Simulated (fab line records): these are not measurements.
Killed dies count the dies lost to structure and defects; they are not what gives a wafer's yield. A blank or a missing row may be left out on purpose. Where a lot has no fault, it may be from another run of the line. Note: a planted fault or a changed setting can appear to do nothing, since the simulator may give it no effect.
fab line records | flow sky130
record lots=5 | wafers=15 | lastDay=49
route steps=708 shown VIA2@509
lots that met no fault: taken from a fault-free run of the same line
startH: hours from the record's first day to the start of the lot's first wafer shown | waitH: hours from the lot's prior step to this one | " the same as in the row above | L1.1+2: several wafers, shown together as one row | - no value, or no start was given | * or withheld: withheld | < > ~ a bound
route shown NAME@n: names a module that has steps shown in the file, with the first one's number in the route | usual: the fault-free wafers' mean and standard deviation | same: alike in all rows | chamber/n: place in a boat | sites: each site's reading | _std_site: the values' standard deviation | _edge_site: the outer-site mean with the inner-site mean subtracted | radiusMm: for every site, how far away it sits from the centre of the wafer | mask NAME#n: copy n | behind: tool/chamber where the wafer was last shaped | hold: why the lot was held/for how many hours/how that ended | device: names the non-switching transistor (n, p or np) | end of line: the route-end tests of the same wafers | a step without rows: its recipe alone | killed: dies lost to structure and defects at the first sort, not the wafer's yield | map: per-die view of a wafer (x killed, . not killed, _ where there is no die)
set.NAME: the run value of the setting; set.NAME@STEP: its run value at that earlier step | model.NAME: the simulator's own value behind a step, which no gauge read
lots seen at some steps along the route; tables by step, rows by wafer
services: from which hour (startH, from the record's first day; less than 0 if before it) a tool's chamber was out of use, for how many hours, and why
## steps
# step SKY_VIA2_CMP_02
# recipe material=SiO2 | downForcePsi=4 | platenRpm=60 | padVelocityMS=0.94248
# usual motorCurrentA=12.2/1
lot.wafer | tool   | chamber | startH | waitH | motorCurrentA
L716.4    | cmp-01 | 1       | 857.58 | 0.4   | 11.4
L716.6    | "      | 1       | "      | "     | 11.2
L716.5    | "      | 2       | "      | "     | 12.4
L723.2    | cmp-01 | 1       | 915.83 | 3.1   | 11.2
L723.4    | "      | 2       | "      | "     | 12.3
L723.3    | "      | 3       | "      | "     | 12.3
L725.2    | cmp-01 | 3       | 930.39 | 0.2   | 13.0
L725.6    | "      | 1       | "      | "     | 11.4
L725.5    | "      | 2       | "      | "     | 12.8
L728.1    | cmp-01 | 2       | 954.75 | 0.1   | 12.7
L728.5    | "      | 0       | "      | "     | 9.9
L728.6    | "      | 1       | "      | "     | 11.7
L727.4    | cmp-01 | 2       | 955.55 | 0.3   | 12.6
L727.3    | "      | 3       | "      | "     | 13.4
L727.6    | "      | 2       | "      | "     | 11.6
# step SKY_VIA2_BOW_MEAS_03
# recipe mode=bow
# usual VIA2_BOW=85/6.8
lot.wafer | tool         | chamber | startH | waitH | VIA2_BOW[um]
L716.4    | filmMetro-04 | -       | 857.94 | 0.3   | 86
L716.5    | "            | -       | "      | "     | 80
L716.6    | "            | -       | "      | "     | 75
L723.2    | filmMetro-04 | -       | 916.15 | 0.3   | 90
L723.3    | "            | -       | "      | "     | 95
L723.4    | "            | -       | "      | "     | 85
L725.2    | filmMetro-01 | -       | 930.61 | 0.2   | 75
L725.5    | "            | -       | "      | "     | 65
L725.6    | "            | -       | "      | "     | 87
L728.1    | filmMetro-02 | -       | 954.95 | 0.1   | 80
L728.5    | "            | -       | "      | "     | 94
L728.6    | "            | -       | "      | "     | 88
L727.3    | filmMetro-02 | -       | 955.89 | 0.2   | 77
L727.4    | "            | -       | "      | "     | 85
L727.6    | "            | -       | "      | "     | 79
# step SKY_VIA2_DEHYDRATE_04
# recipe tempC=200 | timeS=60
# step SKY_VIA2_HMDS_05
# recipe primeTimeS=60 | primeTempC=120
# step SKY_VIA2_COAT_06
# recipe resist=BARC | tempC=withheld | timeS=withheld | spinRpm=3000 | resistThkNm=60
# step SKY_VIA2_COAT_07
# recipe resist=KrF-thick | spinRpm=3000 | resistThkNm=450
# step SKY_VIA2_SOFTBAKE_08
# recipe tempC=100 | timeS=90 | resist=KrF-thick
# step SKY_VIA2_EXPOSE_09
# recipe maskId=VIM2 | na=0.8 | sourceShape=annular | sigmaInner=0.55 | sigmaOuter=0.85 | targetCdNm=200 | doseMj=38
# step SKY_VIA2_PEB_10
# recipe pebTempC=withheld | pebTimeS=withheld | resist=KrF-thick
# step SKY_VIA2_DEVELOP_11
# recipe developTimeS=60 | resist=KrF-thick | devTempC=21
# step SKY_VIA2_CD_MEAS_12
# recipe targetCdNm=200
# usual cdNm=200.2/1.2
lot.wafer | tool     | chamber | startH | waitH | cdNm
L716.4    | cdSem-02 | -       | 884.16 | -     | 200.2
L716.5    | "        | -       | "      | "     | 201.4
L716.6    | "        | -       | "      | "     | 201.4
L723.2    | cdSem-02 | -       | 939.73 | -     | 201.2
L723.3    | "        | -       | "      | "     | 203.0
L723.4    | "        | -       | "      | "     | 201.6
L725.2    | cdSem-02 | -       | 955.21 | -     | 198.6
L725.5    | "        | -       | "      | "     | 200.4
L725.6    | "        | -       | "      | "     | 199.1
L728.1    | cdSem-02 | -       | 978.71 | -     | 199.3
L728.5    | "        | -       | "      | "     | 200.9
L728.6    | "        | -       | "      | "     | 200.0
L727.3    | cdSem-02 | -       | 979.94 | -     | 200.9
L727.4    | "        | -       | "      | "     | 198.6
L727.6    | "        | -       | "      | "     | 199.2
# step SKY_VIA2_OVL_MEAS_13
# usual VIA2_OVL=-4/5.1
lot.wafer | tool       | chamber | startH | waitH | VIA2_OVL[nm]
L716.4    | overlay-01 | -       | 884.24 | 0.1   | -8
L716.5    | "          | -       | "      | "     | -4
L716.6    | "          | -       | "      | "     | -4
L723.2    | overlay-01 | -       | 939.84 | 0.1   | -5
L723.3    | "          | -       | "      | "     | -11
L723.4    | "          | -       | "      | "     | -8
L725.2    | overlay-01 | -       | 955.31 | 0.1   | -6
L725.5    | "          | -       | "      | "     | -4
L725.6    | "          | -       | "      | "     | -4
L728.1    | overlay-02 | -       | 978.83 | 0.1   | 1
L728.5    | "          | -       | "      | "     | -3
L728.6    | "          | -       | "      | "     | 0
L727.3    | overlay-02 | -       | 980.03 | 0.1   | -4
L727.4    | "          | -       | "      | "     | -5
L727.6    | "          | -       | "      | "     | -11
# step SKY_VIA2_ETCH_14
# recipe chemistry=N2/H2 | target=BARC | ionEnergyEv=200 | sourceW=500 | biasW=100 | pressureMtorr=30 | n2FlowSccm=100 | h2FlowSccm=200 | stopOn=SiO2 | timeS=45.9 | targetDepthA=600
# usual drypumpMotorCurrentA=6.03/0.24 | h2FlowSccm=200.1/0.56 | n2FlowSccm=100.00/0.28 | oesProductAu=0.854/0.0045 | throttleValvePct=13.225/0.0088
lot.wafer | tool       | chamber | startH | waitH | drypumpMotorCurrentA | h2FlowSccm | n2FlowSccm | oesProductAu | rfHoursCounterH | throttleValvePct | model.KrF-thick_of_VIA2_COAT_07.thkNm
L716.4    | rieDiel-04 | 3       | 884.28 | 0.0   | 6.22                 | 199.8      | 100.13     | 0.857        | -               | 13.220           | 391.4
L716.5    | "          | 2       | "      | "     | 6.24                 | 199.5      | 100.17     | 0.847        | -               | 13.239           | 392
L716.6    | "          | 1       | "      | "     | 6.06                 | 200.5      | 100.30     | 0.850        | -               | 13.231           | 390.1
L723.2    | rieDiel-01 | 1       | 939.87 | 0.0   | 6.37                 | 200.1      | 100.16     | 0.852        | 6               | 13.221           | 394.6
L723.3    | "          | 3       | "      | "     | 5.90                 | 200.3      | 100.02     | 0.860        | 10              | 13.226           | 391.3
L723.4    | "          | 3       | "      | "     | 5.91                 | 199.5      | 100.29     | 0.865        | -               | 13.227           | 391.7
L725.2    | rieDiel-04 | 1       | 955.34 | 0.0   | 6.05                 | 199.8      | 99.86      | 0.849        | 6               | 13.219           | 395.4
L725.5    | "          | 1       | "      | "     | 6.08                 | 200.3      | 99.82      | 0.853        | -               | 13.223           | 392.2
L725.6    | "          | 0       | "      | "     | 5.52                 | 200.6      | 100.15     | 0.857        | -               | 13.236           | 395.9
L728.1    | rieDiel-04 | 0       | 978.87 | 0.0   | 5.52                 | 199.9      | 99.89      | 0.856        | 3               | 13.210           | 395.3
L728.5    | "          | 0       | "      | "     | 5.53                 | 199.4      | 100.28     | 0.857        | -               | 13.225           | 396.6
L728.6    | "          | 3       | "      | "     | 6.21                 | 200.0      | 99.88      | 0.856        | -               | 13.239           | 393.1
L727.3    | rieDiel-01 | 0       | 980.06 | 0.0   | 6.11                 | 199.9      | 100.73     | 0.862        | 11              | 13.209           | 390.9
L727.4    | "          | 1       | "      | "     | 6.41                 | 200.6      | 99.95      | 0.850        | 7               | 13.230           | 399.6
L727.6    | "          | 1       | "      | "     | 6.42                 | 200.2      | 99.63      | 0.853        | -               | 13.235           | 399
# step SKY_VIA2_ETCH_15
# recipe target=SiO2 | chemistry=C4F8/O2/Ar | targetDepthNm=546 | stopOn=TiN | maskMaterial=KrF-thick | sourceW=1500 | biasW=1200 | pressureMtorr=40 | c4f8FlowSccm=withheld | O2_flow_sccm=6 | Ar_flow_sccm=300 | timeS=84
# usual oesProductAu=0.940/0.0048
lot.wafer | tool       | chamber | startH | waitH | oesProductAu | rfHoursCounterH | model.KrF-thick_of_VIA2_COAT_07.thkNm
L716.4    | rieDiel-04 | 3       | 884.33 | 0.0   | 0.937        | -               | 282.1
L716.5    | "          | 2       | "      | "     | 0.943        | -               | 281
L716.6    | "          | 1       | "      | "     | 0.946        | -               | 280
L723.2    | rieDiel-01 | 1       | 939.91 | 0.0   | 0.932        | 6               | 287.3
L723.3    | "          | 3       | "      | "     | 0.938        | 10              | 282.4
L723.4    | "          | 3       | "      | "     | 0.936        | -               | 282.9
L725.2    | rieDiel-04 | 1       | 955.39 | 0.0   | 0.940        | 6               | 285.5
L725.5    | "          | 1       | "      | "     | 0.944        | -               | 282.9
L725.6    | "          | 0       | "      | "     | 0.940        | -               | 290.2
L728.1    | rieDiel-04 | 0       | 978.91 | 0.0   | 0.938        | 3               | 287.9
L728.5    | "          | 0       | "      | "     | 0.940        | -               | 289.4
L728.6    | "          | 3       | "      | "     | 0.941        | -               | 283
L727.3    | rieDiel-01 | 0       | 980.10 | 0.0   | 0.928        | 12              | 282.8
L727.4    | "          | 1       | "      | "     | 0.938        | 7               | 289.9
L727.6    | "          | 1       | "      | "     | 0.928        | -               | 290
# step SKY_VIA2_STRIP_16
# recipe chemistry=O2/N2 | powerW=1400 | pressureMtorr=1500 | platenTempC=withheld | o2FlowSccm=3000 | n2FlowSccm=300 | overashFraction=0.5
# usual drypumpMotorCurrentA=5.6/0.47 | n2FlowSccm=300.2/0.82 | oesProductAu=0.399/0.0046 | stripTimeToEndpointS=4.054/0.028
lot.wafer | tool           | chamber | startH | waitH | drypumpMotorCurrentA | n2FlowSccm | oesProductAu | rfHoursCounterH | stripTimeToEndpointS
L716.4    | plasmaAsher-01 | 1       | 884.40 | 0.0   | 5.4                  | 300.9      | 0.400        | -               | 4.040
L716.5    | "              | 1       | "      | "     | 5.4                  | 300.0      | 0.402        | -               | 4.018
L716.6    | "              | 0       | "      | "     | 4.9                  | 297.9      | 0.398        | -               | 4.023
L723.2    | plasmaAsher-01 | 0       | 939.97 | 0.0   | 4.9                  | 300.4      | 0.405        | 82              | 4.096
L723.3    | "              | 1       | "      | "     | 5.4                  | 301.0      | 0.404        | -               | 4.032
L723.4    | "              | 0       | "      | "     | 4.9                  | 299.3      | 0.399        | -               | 4.045
L725.2    | plasmaAsher-03 | 1       | 955.45 | 0.0   | 6.3                  | 299.3      | 0.396        | 116             | 4.063
L725.5    | "              | 1       | "      | "     | 6.3                  | 300.0      | 0.403        | -               | 4.039
L725.6    | "              | 0       | "      | "     | 6.2                  | 298.3      | 0.400        | -               | 4.122
L728.1    | plasmaAsher-01 | 0       | 978.97 | 0.0   | 4.9                  | 300.9      | 0.402        | 86              | 4.093
L728.5    | "              | 0       | "      | "     | 5.0                  | 300.1      | 0.395        | -               | 4.094
L728.6    | "              | 1       | "      | "     | 5.4                  | 299.6      | 0.398        | -               | 4.049
L727.3    | plasmaAsher-03 | 1       | 980.20 | 0.1   | 6.3                  | 300.3      | 0.396        | -               | 4.031
L727.4    | "              | 0       | "      | "     | 6.2                  | 299.7      | 0.399        | -               | 4.096
L727.6    | "              | 0       | "      | "     | 6.2                  | 300.5      | 0.397        | -               | 4.127
## services
tool           | chamber | startH | hours | kind
cmp-01         | -       | 840.28 | 1.9   | repair
rieDiel-04     | 0       | 846.88 | 5.1   | repair
rieDiel-01     | 0       | 858.52 | 6.9   | repair
rieDiel-04     | 2       | 861.56 | 1.4   | repair
rieDiel-04     | 0       | 867.75 | -     | clean
rieDiel-04     | 0       | 867.75 | 18.2  | scheduledDown
rieDiel-04     | 0       | 867.75 | 18.2  | ventCycle
rieDiel-01     | 2       | 912.47 | 45.0  | repair
plasmaAsher-01 | -       | 958.07 | 1.1   | repair
cmp-01         | -       | 959.63 | 1.4   | repair
cmp-01         | -       | 963.62 | 5.5   | pm
## key
firstSign none at tools or gauges
modelEffect step=SKY_VIA2_ETCH_14 | value=KrF-thick_of_VIA2_COAT_07.thkNm | without=391 | struck=399.3
modelEffect step=SKY_VIA2_ETCH_15 | value=KrF-thick_of_VIA2_COAT_07.thkNm | without=281.7 | struck=289.9
metAt SKY_VIA2_ETCH_14
struckWafers L727.4,L727.6
sortLeftOut L727.4,L727.6
onsetBetween 939.87 980.06
fault kind=processParameterDrift | tool=rieDiel-01 | chamber=- | onsetH=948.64 | steps=SKY_VIA2_ETCH_14 | channel=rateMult | offset=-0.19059 | shape=step | endH=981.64 | scope=struckWafersOnly
# sortLeftOut: the simulated sort isn't trusted on such a fault, so these wafers' sort isn't shown, and their yield isn't known
